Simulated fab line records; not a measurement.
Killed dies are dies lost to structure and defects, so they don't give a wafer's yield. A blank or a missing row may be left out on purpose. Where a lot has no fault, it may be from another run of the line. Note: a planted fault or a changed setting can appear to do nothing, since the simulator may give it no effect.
fab line records	flow sky130
record: lots: 6	wafers: 18	last_day: 50
route steps=708 shown POLY_GATE@218 PAD_OPEN@708
lots that met no fault: from a run of the same line without faults
start_h: start of the lot's first displayed wafer, in hours after the record's first day	wait_h: hours from the lot's prior step to this one	" same as the row above	L1.1+2: a single row standing in for several wafers	- value missing, or start not given	* or withheld: withheld	< > ~ a bound
route shown NAME@n: NAME is a module with steps in the file, n the number in the route of the first one	usual: mean and standard deviation over wafers with no fault	same: alike in all rows	chamber/n: place in a boat	sites: per-site readings	_std_site: the values' standard deviation	_edge_site: mean of outer sites minus mean of inner sites	radius_mm: how far each site lies from the wafer's centre	mask NAME#n: copy n	behind: the tool/chamber that last shaped the wafer	hold: why the lot went on hold/how many hours it stayed there/how the hold came to an end	device: whichever transistor did not switch (one of n, p or np)	end of line: tests of these same wafers at the route's end	a step given without rows: its recipe and nothing more	killed: not the wafer's yield, but the dies lost to structure and defects at the first sort	map: the dies of a wafer, with x for killed, . for not killed, _ for no die there
set.NAME: the run value of the setting; set.NAME@STEP: its run value at that earlier step	model.NAME: the simulator's own value behind a step, which no gauge read
lots at selected steps of the route; one table per step, one row per wafer
services: a tool's chamber out of use, with start hour (start_h, from the record's first day; less than 0 if before it), hours out, and reason
== steps ==
step: SKY_POLY_GATE_THK_MEAS_04
recipe: reads: Si3N4_of_POLY_GATE_CVD_03
usual: POLY_GATE_CVD_03_THK: 74.8/0.59
lot.wafer	tool	chamber	start_h	wait_h	POLY_GATE_CVD_03_THK[nm]
L605.1	film_metro-04	-	346.32	0.0	74.5
L605.2	"	-	"	"	74.5
L605.3	"	-	"	"	73.8
L612.1	film_metro-03	-	408.63	0.0	75.0
L612.3	"	-	"	"	74.9
L612.4	"	-	"	"	75.2
L618.1	film_metro-04	-	461.78	0.0	75.6
L618.5	"	-	"	"	74.7
L618.6	"	-	"	"	74.7
L621.3	film_metro-03	-	472.15	0.0	74.5
L621.4	"	-	"	"	75.2
L621.5	"	-	"	"	74.4
L625.1	film_metro-02	-	510.22	0.0	73.9
L625.2	"	-	"	"	74.9
L625.6	"	-	"	"	74.6
L628.2	film_metro-04	-	547.56	0.0	76.4
L628.3	"	-	"	"	75.9
L628.4	"	-	"	"	76.2
step: SKY_POLY_GATE_DEHYDRATE_05
recipe: temp_c: 200	time_s: 60
step: SKY_POLY_GATE_HMDS_06
recipe: prime_time_s: 60	prime_temp_c: 120
step: SKY_POLY_GATE_COAT_07
recipe: resist: BARC	temp_c: withheld	time_s: withheld	spin_rpm: 3000	resist_thk_nm: 110
step: SKY_POLY_GATE_COAT_08
recipe: resist: KrF-thick	spin_rpm: 3000	resist_thk_nm: 450
step: SKY_POLY_GATE_SOFTBAKE_09
recipe: temp_c: 100	time_s: 90	resist: KrF-thick
step: SKY_POLY_GATE_EXPOSE_10
recipe: mask_id: P1M	na: 0.68	source_shape: conventional	sigma_outer: 0.6	target_cd_nm: 150	dose_mj: 28
step: SKY_POLY_GATE_PEB_11
recipe: peb_temp_c: withheld	peb_time_s: withheld	resist: KrF-thick
step: SKY_POLY_GATE_DEVELOP_12
recipe: develop_time_s: 60	resist: KrF-thick	dev_temp_c: 21
step: SKY_POLY_GATE_CD_MEAS_13
recipe: target_cd_nm: 150
usual: cd_nm: 150.1/1.3
lot.wafer	tool	chamber	start_h	wait_h	cd_nm
L605.1	cd_sem-01	-	372.96	-	150.1
L605.2	"	-	"	"	150.6
L605.3	"	-	"	"	150.0
L612.1	cd_sem-01	-	438.58	-	152.3
L612.3	"	-	"	"	152.3
L612.4	"	-	"	"	152.3
L618.1	cd_sem-01	-	492.38	-	150.1
L618.5	"	-	"	"	149.6
L618.6	"	-	"	"	149.8
L621.3	cd_sem-02	-	503.15	-	150.3
L621.4	"	-	"	"	151.3
L621.5	"	-	"	"	149.7
L625.1	cd_sem-01	-	540.45	-	150.3
L625.2	"	-	"	"	149.1
L625.6	"	-	"	"	150.7
L628.2	cd_sem-01	-	576.92	-	149.7
L628.3	"	-	"	"	150.3
L628.4	"	-	"	"	150.6
step: SKY_POLY_GATE_OVL_MEAS_14
usual: POLY_GATE_OVL: -1/5.7
lot.wafer	tool	chamber	start_h	wait_h	POLY_GATE_OVL[nm]
L605.1	overlay-02	-	373.08	0.1	-10
L605.2	"	-	"	"	-7
L605.3	"	-	"	"	-6
L612.1	overlay-01	-	438.70	0.1	-9
L612.3	"	-	"	"	-8
L612.4	"	-	"	"	-4
L618.1	overlay-02	-	492.50	0.1	-10
L618.5	"	-	"	"	-15
L618.6	"	-	"	"	-10
L621.3	overlay-02	-	503.24	0.1	-1
L621.4	"	-	"	"	0
L621.5	"	-	"	"	1
L625.1	overlay-02	-	540.57	0.1	3
L625.2	"	-	"	"	-4
L625.6	"	-	"	"	-2
L628.2	overlay-01	-	577.03	0.1	-6
L628.3	"	-	"	"	-3
L628.4	"	-	"	"	-4
step: SKY_POLY_GATE_ETCH_15
recipe: chemistry: N2/H2	target: BARC	ion_energy_ev: 200	source_w: 500	bias_w: 100	pressure_mtorr: 30	n2_flow_sccm: 100	h2_flow_sccm: 200	stop_on: SiO2	time_s: 118.5	target_depth_a: 1100
usual: bias_w: 100.0/0.32	chamber_pressure_mTorr: 30.01/0.033	drypump_motor_current_A: 5.6/0.55	oes_product_au: 0.716/0.005	throttle_valve_pct: 13.214/0.01
lot.wafer	tool	chamber	start_h	wait_h	bias_w	chamber_pressure_mTorr	drypump_motor_current_A	oes_product_au	rf_hours_counter_h	throttle_valve_pct
L605.1	rie_diel-02	1	373.11	0.0	100.2	29.99	5.3	0.721	0	13.207
L605.2	"	3	"	"	99.8	30.04	5.0	0.721	90	13.218
L605.3	"	2	"	"	100.1	29.96	5.6	0.715	1	13.223
L612.1	rie_diel-01	0	438.74	0.0	100.1	29.96	6.5	0.716	8	13.195
L612.3	"	3	"	"	99.8	30.04	5.2	0.717	60	13.211
L612.4	"	2	"	"	100.6	29.98	6.3	0.716	9	13.225
L618.1	rie_diel-01	3	492.54	0.0	99.7	30.02	5.2	0.715	62	13.221
L618.5	"	0	"	"	99.8	30.04	6.4	0.720	-	13.223
L618.6	"	1	"	"	99.8	29.97	5.0	0.709	-	13.229
L621.3	rie_diel-01	2	503.27	0.0	100.3	30.01	6.4	0.719	10	13.217
L621.4	"	0	"	"	100.4	30.01	6.4	0.717	9	13.203
L621.5	"	1	"	"	100.0	30.00	5.0	0.717	-	13.212
L625.1	rie_diel-04	0	540.61	0.0	99.9	29.98	4.9	0.718	13	13.225
L625.2	"	3	"	"	100.1	29.98	5.6	0.722	12	13.218
L625.6	"	1	"	"	99.7	29.99	5.7	0.722	-	13.224
L628.2	rie_diel-04	3	577.06	0.0	99.4	29.97	5.6	0.719	13	13.205
L628.3	"	0	"	"	100.4	30.03	4.9	0.713	13	13.212
L628.4	"	2	"	"	100.1	29.99	4.9	0.718	0	13.211
step: SKY_POLY_GATE_ETCH_16
recipe: stop_on: poly-Si	chemistry: CH3F/O2	target: Si3N4	source_w: 400	bias_w: 80	pressure_mtorr: 25	ch3f_flow_sccm: 40	O2_flow_sccm: 30	time_s: 147.5	target_depth_a: 750
usual: O2_flow_sccm: 30.01/0.092	bias_w: 80.00/0.24	chamber_pressure_mTorr: 24.998/0.025	drypump_motor_current_A: 5.6/0.56	oes_product_au: 0.639/0.0048	throttle_valve_pct: 10.535/0.0086
lot.wafer	tool	chamber	start_h	wait_h	O2_flow_sccm	bias_w	chamber_pressure_mTorr	drypump_motor_current_A	oes_product_au	rf_hours_counter_h	throttle_valve_pct
L605.1	rie_diel-02	1	373.19	0.0	30.01	80.36	25.018	5.2	0.629	0	10.527
L605.2	"	3	"	"	30.13	79.62	24.984	5.0	0.640	90	10.528
L605.3	"	2	"	"	30.02	80.23	24.982	5.6	0.632	1	10.559
L612.1	rie_diel-01	0	438.82	0.0	29.98	80.22	24.993	6.5	0.640	8	10.552
L612.3	"	3	"	"	30.19	80.51	25.008	5.2	0.637	61	10.524
L612.4	"	2	"	"	30.10	79.89	25.006	6.4	0.642	9	10.538
L618.1	rie_diel-01	3	492.62	0.0	29.92	77.39	25.043	5.2	0.647	62	10.521
L618.5	"	0	"	"	30.09	77.57	25.016	6.4	0.631	-	10.543
L618.6	"	1	"	"	29.94	77.86	24.986	5.0	0.636	-	10.527
L621.3	rie_diel-01	2	503.35	0.0	29.95	77.46	25.006	6.4	0.629	11	10.528
L621.4	"	0	"	"	30.00	77.31	25.010	6.4	0.645	9	10.526
L621.5	"	1	"	"	29.95	77.26	25.007	5.0	0.638	-	10.534
L625.1	rie_diel-04	0	540.69	0.0	30.06	79.61	25.005	4.9	0.635	13	10.530
L625.2	"	3	"	"	29.90	80.35	25.001	5.6	0.637	12	10.543
L625.6	"	1	"	"	29.90	80.07	24.997	5.7	0.645	-	10.540
L628.2	rie_diel-04	3	577.14	0.0	29.99	79.98	25.000	5.6	0.638	13	10.541
L628.3	"	0	"	"	29.93	79.88	24.982	4.9	0.644	13	10.535
L628.4	"	2	"	"	30.14	80.28	24.974	4.9	0.641	0	10.545
step: SKY_POLY_GATE_ETCH_17
recipe: target_depth_nm: 180	stop_on: SiO2	over_etch_frac: 0.56667	chemistry: HBr/Cl2	target: poly-Si	icp_w: 400	bias_w: 100	pressure_mtorr: 10	HBr_flow_sccm: 150	Cl2_flow_sccm: 50	time_s: 70.5
usual: HBr_flow_sccm: 150.0/0.45	bias_w: 100.00/0.29	chamber_pressure_mTorr: 10.000/0.0093	drypump_motor_current_A: 5.8/0.61	oes_product_au: 0.986/0.008	throttle_valve_pct: 33.684/0.0095
lot.wafer	tool	chamber	start_h	wait_h	HBr_flow_sccm	bias_w	chamber_pressure_mTorr	drypump_motor_current_A	oes_product_au	rf_hours_counter_h	throttle_valve_pct
L605.1	rie_si-02	3	373.29	0.0	150.3	99.98	9.984	5.0	0.991	25	33.677
L605.2	"	2	"	"	150.2	100.24	10.004	6.3	0.999	2	33.693
L605.3	"	0	"	"	149.7	100.37	10.002	5.8	0.978	65	33.701
L612.1	rie_si-02	0	438.92	0.0	150.1	99.73	9.991	5.8	0.998	65	33.687
L612.3	"	3	"	"	150.3	99.45	9.998	5.0	0.996	25	33.679
L612.4	"	2	"	"	150.1	99.70	10.001	6.3	0.996	3	33.658
L618.1	rie_si-01	2	492.72	0.0	150.3	99.96	9.998	5.6	0.988	28	33.674
L618.5	"	2	"	"	150.5	99.70	10.008	5.6	0.996	-	33.684
L618.6	"	1	"	"	149.4	99.82	9.987	6.6	0.984	-	33.686
L621.3	rie_si-01	2	503.45	0.0	149.9	100.24	10.007	5.5	0.989	28	33.680
L621.4	"	1	"	"	149.7	99.95	10.007	6.6	0.992	4	33.693
L621.5	"	0	"	"	150.9	99.67	9.997	5.8	0.988	-	33.688
L625.1	rie_si-01	2	540.79	0.0	150.3	100.22	10.015	5.6	0.989	28	33.701
L625.2	"	0	"	"	150.0	99.68	10.002	5.8	1.009	7	33.680
L625.6	"	3	"	"	150.2	99.82	9.997	4.9	0.981	-	33.700
L628.2	rie_si-02	3	577.24	0.0	149.3	100.15	10.005	5.0	0.991	26	33.662
L628.3	"	2	"	"	149.9	99.77	9.997	6.3	0.988	3	33.666
L628.4	"	1	"	"	150.6	99.92	9.997	6.5	0.982	37	33.685
step: SKY_PAD_OPEN_PROBE_99
usual: killed_at_M0_to_M3: 42/6.4	killed_at_M4_up: 3.2/1.9	killed_at_contacts: 24/4.8	killed_at_front_end: 16/4.4	killed_at_other: 0.3/0.55	killed_dies: 86/8.6	killed_open: 46/6.6	killed_short: 39/5.7
same: gross_dies: 492	killed_at_back_side: 0
lot.wafer	tool	chamber	start_h	wait_h	killed_at_M0_to_M3	killed_at_M4_up	killed_at_contacts	killed_at_front_end	killed_at_other	killed_dies	killed_open	killed_short
L605.1	prober-02	-	1074.94	0.1	41	3	18	20	0	82	52	29
L605.2	prober-02	-	1074.99	0.1	36	6	23	11	0	76	35	39
L605.3	prober-02	-	1075.04	0.2	49	2	22	19	0	92	58	34
L621.3	prober-02	-	1163.18	0.2	46	0	32	13	1	92	46	46
L621.4	prober-02	-	1163.23	0.2	28	6	34	11	1	80	46	34
L621.5	prober-02	-	1163.28	0.2	39	4	30	7	1	81	43	38
L625.1	prober-01	-	1182.70	0.1	52	3	30	6	0	91	53	38
L625.2	prober-01	-	1182.75	0.1	36	5	28	16	1	86	44	42
L625.6	prober-01	-	1182.95	0.2	39	4	24	13	0	80	45	35
killed by level:class
L605.1 CONTACT:geometric_particle:open=11 VIA2:geometric_particle:open=8 VIA1:geometric_particle:open=6 VIA2:geometric_particle:short=5 METAL1:geometric_particle:short=5 VIA3:geometric_particle:open=5 FIELD_ISO:geometric_particle:open=4 POLY_GATE:geometric_particle:open=4
L605.2 LI_CONTACT:geometric_particle:open=10 VIA1:geometric_particle:open=8 VIA3:geometric_particle:open=6 POLY_GATE:geometric_particle:short=5 LOCAL_INTERCONNECT:geometric_particle:short=5 METAL2:geometric_particle:short=5 VIA1:geometric_particle:short=5 CONTACT:geometric_particle:open=4
L605.3 VIA3:geometric_particle:open=13 VIA1:geometric_particle:open=9 LI_CONTACT:geometric_particle:open=7 VIA1:geometric_particle:short=7 FIELD_ISO:geometric_particle:short=5 CONTACT:geometric_particle:short=5 CONTACT:geometric_particle:open=5 FIELD_ISO:geometric_particle:open=4
L621.3 LI_CONTACT:geometric_particle:open=10 CONTACT:geometric_particle:open=10 VIA1:geometric_particle:open=9 VIA1:geometric_particle:short=8 VIA3:geometric_particle:open=7 METAL1:geometric_particle:short=6 LOCAL_INTERCONNECT:geometric_particle:short=5 CONTACT:geometric_particle:short=5
L621.4 CONTACT:geometric_particle:open=16 LI_CONTACT:geometric_particle:open=10 VIA1:geometric_particle:open=7 METAL1:geometric_particle:short=5 METAL4:geometric_particle:short=5 LI_CONTACT:geometric_particle:short=4 FIELD_ISO:geometric_particle:short=3 POLY_GATE:geometric_particle:open=3
L621.5 LI_CONTACT:geometric_particle:open=9 CONTACT:geometric_particle:open=8 VIA1:geometric_particle:open=8 VIA3:geometric_particle:open=7 LOCAL_INTERCONNECT:geometric_particle:short=7 CONTACT:geometric_particle:short=5 FIELD_ISO:geometric_particle:short=4 VIA2:geometric_particle:short=4
L625.1 VIA1:geometric_particle:open=16 CONTACT:geometric_particle:open=12 CONTACT:geometric_particle:short=9 VIA2:geometric_particle:open=6 VIA3:geometric_particle:open=5 LI_CONTACT:geometric_particle:open=5 METAL2:geometric_particle:short=4 VIA1:geometric_particle:short=4
L625.2 VIA1:geometric_particle:open=11 LI_CONTACT:geometric_particle:open=7 CONTACT:geometric_particle:short=7 LOCAL_INTERCONNECT:geometric_particle:short=6 CONTACT:geometric_particle:open=6 FIELD_ISO:geometric_particle:open=5 VIA1:geometric_particle:short=5 VIA3:geometric_particle:open=5
L625.6 VIA1:geometric_particle:open=12 LOCAL_INTERCONNECT:geometric_particle:short=6 LI_CONTACT:geometric_particle:short=5 VIA3:geometric_particle:open=5 VIA2:geometric_particle:open=5 FIELD_ISO:geometric_particle:open=4 POLY_GATE:geometric_particle:open=4 CONTACT:geometric_particle:short=4
== services ==
tool	chamber	start_h	hours	kind
rie_si-01	-	351.43	2.8	pm
rie_si-02	-	354.72	14.6	pm
rie_diel-01	3	366.81	2.0	repair
rie_si-01	-	369.32	14.6	pm
rie_diel-04	-	372.53	2.8	pm
rie_si-02	2	377.68	5.7	repair
rie_diel-02	1	384.63	5.1	repair
rie_diel-04	0	386.01	11.7	repair
rie_si-01	0	386.16	19.8	repair
rie_si-02	3	388.03	4.2	repair
rie_si-01	1	397.17	2.5	repair
rie_si-01	1	430.61	1.4	repair
rie_diel-01	-	430.84	1.1	repair
rie_diel-04	-	430.99	0.2	repair
rie_diel-04	2	435.99	21.6	repair
rie_diel-02	1	456.59	7.7	repair
rie_diel-02	2	457.27	1.7	repair
rie_diel-01	-	475.73	2.6	repair
rie_diel-01	3	519.91	4.6	repair
rie_diel-02	3	539.51	1.3	repair
rie_si-01	2	557.36	2.2	repair
rie_diel-01	1	561.07	-	clean
rie_diel-01	1	561.07	17.4	scheduled_down
rie_diel-01	1	561.07	17.4	vent_cycle
== key ==
first_sign: step: SKY_POLY_GATE_ETCH_16	reading: bias_w	direction: down	sigmas: 11	usual: 80.00	struck: 77.48
effect none on later readings
met_at SKY_POLY_GATE_ETCH_16
struck_wafers L618.1,L618.5,L618.6,L621.3,L621.4,L621.5
tester_left_out L618,L621
onset_between 438.82 492.62
fault: kind: process_parameter_drift	tool: rie_diel-01	chamber: -	onset_h: 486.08	steps: SKY_POLY_GATE_ETCH_16	channel: bias_w	offset: -2.566	shape: step	end_h: 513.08	acts_in: these_recipes_only	stated: 80
tester_left_out: of these lots the tester's yield and bins aren't shown, on N5 and GAA mostly nor the transistor test; their killed dies are dies lost to structure and defects alone, not to doping, threshold or leakage, so they don't give the yield
